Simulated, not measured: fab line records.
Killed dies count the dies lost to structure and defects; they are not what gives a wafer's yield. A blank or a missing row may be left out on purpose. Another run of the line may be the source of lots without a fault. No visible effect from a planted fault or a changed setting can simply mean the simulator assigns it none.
fab line records ; flow sky130 ; part 2 of 2: steps 22 to 29 of 29
[record] lots = 5; wafers = 15; last-day = 50
route steps=708 shown POLY_CUT@310 SD_P@320 RES_XHIGH@332
lots that met no fault: taken from a fault-free run of the same line
start-h: hours from the record's first day to the start of the lot's first wafer shown ; wait-h: hours from the lot's prior step to this one ; " identical to the entry in the row above ; L1.1+2: a row that stands for several wafers ; - value missing, or start not given ; * or withheld: withheld ; < > ~ a bound
route shown NAME@n: a module of which the file shows steps, and the number in the route of the first ; usual: average and standard deviation across the fault-free wafers ; same: alike in all rows ; chamber/n: place in a boat ; sites: per-site readings ; _std_site: standard deviation of those values ; _edge_site: the outer-site mean with the inner-site mean subtracted ; radius-mm: for every site, how far away it sits from the centre of the wafer ; mask NAME#n: copy n ; behind: the tool/chamber that last shaped the wafer ; hold: why the lot went on hold/how many hours it stayed there/how the hold came to an end ; device: transistor that didn't switch, given as n, p or np ; end of line: the tests these same wafers got at the end of their route ; step lacking rows: just its recipe ; killed: count of dies lost to structure and defects at first sort (not the wafer's yield) ; map: per-die view of a wafer (x killed, . not killed, _ where there is no die)
set.NAME: the setting the step ran with; set.NAME@STEP: the setting that earlier step ran with ; model.NAME: the simulator's own value behind a step, which no gauge read
certain route steps with their lots: each step a table, each wafer a row
services: from which hour (start-h, from the record's first day; less than 0 if before it) a tool's chamber was out of use, for how many hours, and why
[[steps]]
[step SKY_SD_P_TW_MEAS_11]
[usual] SD_P_TW = 2795/20
lot.wafer;tool;chamber;start-h;wait-h;SD_P_TW
L074.4;film-metro-03;-;577.82;0.1;2780
L074.5;film-metro-03;-;577.82;0.1;2789
L074.6;film-metro-03;-;577.82;0.1;2772
L077.2;film-metro-04;-;634.35;0.1;2782
L077.4;film-metro-04;-;634.35;0.1;2808
L077.5;film-metro-04;-;634.35;0.1;2778
L083.2;film-metro-04;-;659.82;0.1;2808
L083.3;film-metro-04;-;659.82;0.1;2807
L083.6;film-metro-04;-;659.82;0.1;2795
L087.4;film-metro-02;-;702.99;0.1;2807
L087.5;film-metro-02;-;702.99;0.1;2824
L087.6;film-metro-02;-;702.99;0.1;2826
L097.1;film-metro-02;-;769.99;0.1;2804
L097.4;film-metro-02;-;769.99;0.1;2796
L097.6;film-metro-02;-;769.99;0.1;2797
[step SKY_RES_XHIGH_DEHYDRATE_00]
[recipe] temp-c = 200; time-s = 60
[usual] chill-plate-temp-C = 22.99/0.11; exhaust-pa = 45.3/0.98; plate-temp-C = 199.96/0.15
[same] time-s = 60
lot.wafer;tool;chamber;start-h;wait-h;chill-plate-temp-C;exhaust-pa;plate-temp-C
L074.4;litho-track-01;0;592.58;14.7;22.90;46.0;199.98
L074.5;litho-track-01;0;592.58;14.7;23.00;46.2;199.99
L074.6;litho-track-01;0;592.58;14.7;23.08;46.6;199.86
L077.2;litho-track-02;0;647.71;13.3;22.96;45.3;200.02
L077.4;litho-track-02;0;647.71;13.3;22.92;45.4;200.00
L077.5;litho-track-02;0;647.71;13.3;22.93;44.8;199.79
L083.2;litho-track-01;0;673.33;13.5;22.91;45.2;200.15
L083.3;litho-track-01;0;673.33;13.5;22.92;44.2;199.87
L083.6;litho-track-01;0;673.33;13.5;22.98;44.6;199.96
L087.4;litho-track-02;0;716.91;13.9;22.87;47.0;199.84
L087.5;litho-track-02;0;716.91;13.9;23.00;46.5;199.85
L087.6;litho-track-02;0;716.91;13.9;23.22;45.0;199.92
L097.1;litho-track-01;0;782.66;12.7;23.00;45.3;199.95
L097.4;litho-track-01;0;782.66;12.7;23.05;45.7;200.03
L097.6;litho-track-01;0;782.66;12.7;23.08;45.2;199.87
[step SKY_RES_XHIGH_HMDS_01]
[recipe] prime-time-s = 60; prime-temp-c = 120
[usual] chill-plate-temp-C = 23.02/0.099; exhaust-pa = 44.9/0.81
lot.wafer;tool;chamber;start-h;wait-h;chill-plate-temp-C;exhaust-pa
L074.4;litho-track-01;0;592.73;0.1;23.12;44.1
L074.5;litho-track-01;0;592.73;0.1;22.94;43.6
L074.6;litho-track-01;0;592.73;0.1;23.09;44.7
L077.2;litho-track-02;0;647.86;0.1;22.96;45.3
L077.4;litho-track-02;0;647.86;0.1;23.05;44.6
L077.5;litho-track-02;0;647.86;0.1;22.93;44.9
L083.2;litho-track-01;0;673.48;0.1;23.03;44.5
L083.3;litho-track-01;0;673.48;0.1;22.95;44.7
L083.6;litho-track-01;0;673.48;0.1;23.16;45.1
L087.4;litho-track-02;0;717.06;0.1;22.80;46.9
L087.5;litho-track-02;0;717.06;0.1;22.98;43.6
L087.6;litho-track-02;0;717.06;0.1;22.94;44.9
L097.1;litho-track-01;0;782.81;0.1;23.02;45.6
L097.4;litho-track-01;0;782.81;0.1;23.12;45.1
L097.6;litho-track-01;0;782.81;0.1;23.00;44.8
[step SKY_RES_XHIGH_COAT_02]
[recipe] resist = NOVOLAK; spin-rpm = 3000; resist-thk-nm = 1140
[usual] chill-plate-temp-C = 23.00/0.098; exhaust-pa = 45.1/0.82
lot.wafer;tool;chamber;start-h;wait-h;chill-plate-temp-C;exhaust-pa
L074.4;litho-track-01;0;592.88;0.1;23.27;46.1
L074.5;litho-track-01;0;592.88;0.1;23.19;44.8
L074.6;litho-track-01;0;592.88;0.1;23.10;45.6
L077.2;litho-track-02;0;648.01;0.1;23.04;44.1
L077.4;litho-track-02;0;648.01;0.1;23.02;44.8
L077.5;litho-track-02;0;648.01;0.1;22.93;46.0
L083.2;litho-track-01;0;673.63;0.1;22.88;46.2
L083.3;litho-track-01;0;673.63;0.1;22.83;44.8
L083.6;litho-track-01;0;673.63;0.1;22.92;44.7
L087.4;litho-track-02;0;717.21;0.1;22.89;44.5
L087.5;litho-track-02;0;717.21;0.1;23.30;45.3
L087.6;litho-track-02;0;717.21;0.1;23.02;45.0
L097.1;litho-track-01;0;782.96;0.1;22.90;46.5
L097.4;litho-track-01;0;782.96;0.1;22.95;45.7
L097.6;litho-track-01;0;782.96;0.1;22.93;45.5
[step SKY_RES_XHIGH_SOFTBAKE_03]
[recipe] temp-c = 90; time-s = 60; resist = NOVOLAK
[usual] chill-plate-temp-C = 23.01/0.12; exhaust-pa = 45.0/0.75; plate-temp-C = 89.99/0.13
[same] time-s = 60
lot.wafer;tool;chamber;start-h;wait-h;chill-plate-temp-C;exhaust-pa;plate-temp-C
L074.4;litho-track-01;0;593.03;0.1;23.10;45.9;90.00
L074.5;litho-track-01;0;593.03;0.1;23.25;45.9;90.20
L074.6;litho-track-01;0;593.03;0.1;23.17;44.8;89.95
L077.2;litho-track-02;0;648.16;0.1;23.15;45.3;89.80
L077.4;litho-track-02;0;648.16;0.1;23.17;45.8;89.85
L077.5;litho-track-02;0;648.16;0.1;23.12;44.9;89.91
L083.2;litho-track-01;0;673.78;0.1;23.18;44.4;89.83
L083.3;litho-track-01;0;673.78;0.1;22.84;45.6;90.13
L083.6;litho-track-01;0;673.78;0.1;22.99;45.1;89.86
L087.4;litho-track-02;0;717.36;0.1;22.87;44.6;90.03
L087.5;litho-track-02;0;717.36;0.1;22.94;43.7;90.04
L087.6;litho-track-02;0;717.36;0.1;22.94;44.3;90.01
L097.1;litho-track-01;0;783.11;0.1;22.93;44.5;90.03
L097.4;litho-track-01;0;783.11;0.1;22.90;46.4;90.09
L097.6;litho-track-01;0;783.11;0.1;23.06;45.8;90.06
[step SKY_RES_XHIGH_EXPOSE_04]
[recipe] mask-id = URPM; na = 0.6; source-shape = conventional; sigma-outer = 0.6; polarization = unpolarized; target-cd-nm = 1270; dose-mj = 140
[usual] exposure-dose-mJ-cm2 = 140.02/0.15
lot.wafer;tool;chamber;start-h;wait-h;mask;exposure-dose-mJ-cm2
L074.4;iline-stepper-01;0;-;-;URPM#0;140.12
L074.5;iline-stepper-01;0;-;-;URPM#0;140.02
L074.6;iline-stepper-01;0;-;-;URPM#0;140.13
L077.2;iline-stepper-02;0;-;-;URPM#0;140.25
L077.4;iline-stepper-02;0;-;-;URPM#0;139.98
L077.5;iline-stepper-02;0;-;-;URPM#0;140.20
L083.2;iline-stepper-01;0;-;-;URPM#0;140.05
L083.3;iline-stepper-01;0;-;-;URPM#0;140.07
L083.6;iline-stepper-01;0;-;-;URPM#0;140.32
L087.4;iline-stepper-01;0;-;-;URPM#0;139.93
L087.5;iline-stepper-01;0;-;-;URPM#0;139.95
L087.6;iline-stepper-01;0;-;-;URPM#0;139.92
L097.1;iline-stepper-02;0;-;-;URPM#0;139.98
L097.4;iline-stepper-02;0;-;-;URPM#0;140.06
L097.6;iline-stepper-02;0;-;-;URPM#0;139.94
[step SKY_RES_XHIGH_PEB_05]
[recipe] temp-c = withheld; time-s = *; resist = NOVOLAK
[usual] chill-plate-temp-C = *; exhaust-pa = 45.0/0.95
[same] time-s = *
lot.wafer;tool;chamber;start-h;wait-h;chill-plate-temp-C;exhaust-pa
L074.4;litho-track-03;0;-;-;*;45.3
L074.5;litho-track-03;0;-;-;*;46.4
L074.6;litho-track-03;0;-;-;*;46.9
L077.2;litho-track-02;0;-;-;*;44.7
L077.4;litho-track-02;0;-;-;*;44.0
L077.5;litho-track-02;0;-;-;*;45.3
L083.2;litho-track-03;0;-;-;*;44.3
L083.3;litho-track-03;0;-;-;*;45.5
L083.6;litho-track-03;0;-;-;*;43.9
L087.4;litho-track-01;0;-;-;*;45.4
L087.5;litho-track-01;0;-;-;*;45.4
L087.6;litho-track-01;0;-;-;*;43.9
L097.1;litho-track-01;0;-;-;*;45.7
L097.4;litho-track-01;0;-;-;*;44.9
L097.6;litho-track-01;0;-;-;*;43.0
[step SKY_RES_XHIGH_DEVELOP_06]
[recipe] resist = NOVOLAK; developer = TMAH; develop-time-s = 60; dev-temp-c = 23
[usual] chill-plate-temp-C = 23.01/0.1; exhaust-pa = 45.0/0.9
lot.wafer;tool;chamber;start-h;wait-h;chill-plate-temp-C;exhaust-pa
L074.4;litho-track-03;0;607.45;0.1;23.26;44.8
L074.5;litho-track-03;0;607.45;0.1;23.18;44.5
L074.6;litho-track-03;0;607.45;0.1;23.15;44.2
L077.2;litho-track-02;0;662.21;0.1;23.10;45.4
L077.4;litho-track-02;0;662.21;0.1;23.13;46.4
L077.5;litho-track-02;0;662.21;0.1;23.02;45.1
L083.2;litho-track-03;0;687.00;0.1;22.90;46.5
L083.3;litho-track-03;0;687.00;0.1;22.91;45.1
L083.6;litho-track-03;0;687.00;0.1;22.88;45.9
L087.4;litho-track-01;0;730.93;0.1;22.93;46.6
L087.5;litho-track-01;0;730.93;0.1;22.94;44.9
L087.6;litho-track-01;0;730.93;0.1;22.75;46.9
L097.1;litho-track-01;0;796.31;0.1;22.96;45.2
L097.4;litho-track-01;0;796.31;0.1;23.02;44.6
L097.6;litho-track-01;0;796.31;0.1;22.82;43.9
[[services]]
tool;chamber;start-h;hours;kind
plasma-asher-04;-;512.30;10.2;repair
krf-scanner-01;-;512.50;1.3;pm
rie-diel-04;3;518.69;10.6;repair
iline-stepper-02;-;523.04;9.7;repair
rie-diel-04;0;523.06;4.7;repair
krf-scanner-01;-;523.14;1.7;repair
rie-diel-04;-;540.93;2.8;pm
rie-diel-03;-;541.53;0.6;repair
rie-diel-04;1;548.88;11.4;repair
rie-diel-03;0;567.84;14.6;repair
rie-diel-04;0;568.30;4.6;repair
plasma-asher-04;-;583.52;2.7;repair
plasma-asher-04;-;584.69;3.2;repair
krf-scanner-01;-;589.17;4.4;pm
krf-scanner-01;-;593.55;0.8;pm
krf-scanner-01;-;648.80;1.0;pm
iline-stepper-02;-;660.19;4.4;pm
implanter-03;-;668.08;12.9;pm
krf-scanner-01;-;688.40;1.3;pm
implanter-03;-;689.00;3.7;repair
iline-stepper-01;-;692.12;1.7;pm
rie-diel-04;-;701.96;28.1;pm
krf-scanner-01;-;758.36;0.8;pm
krf-scanner-01;-;763.96;0.5;repair
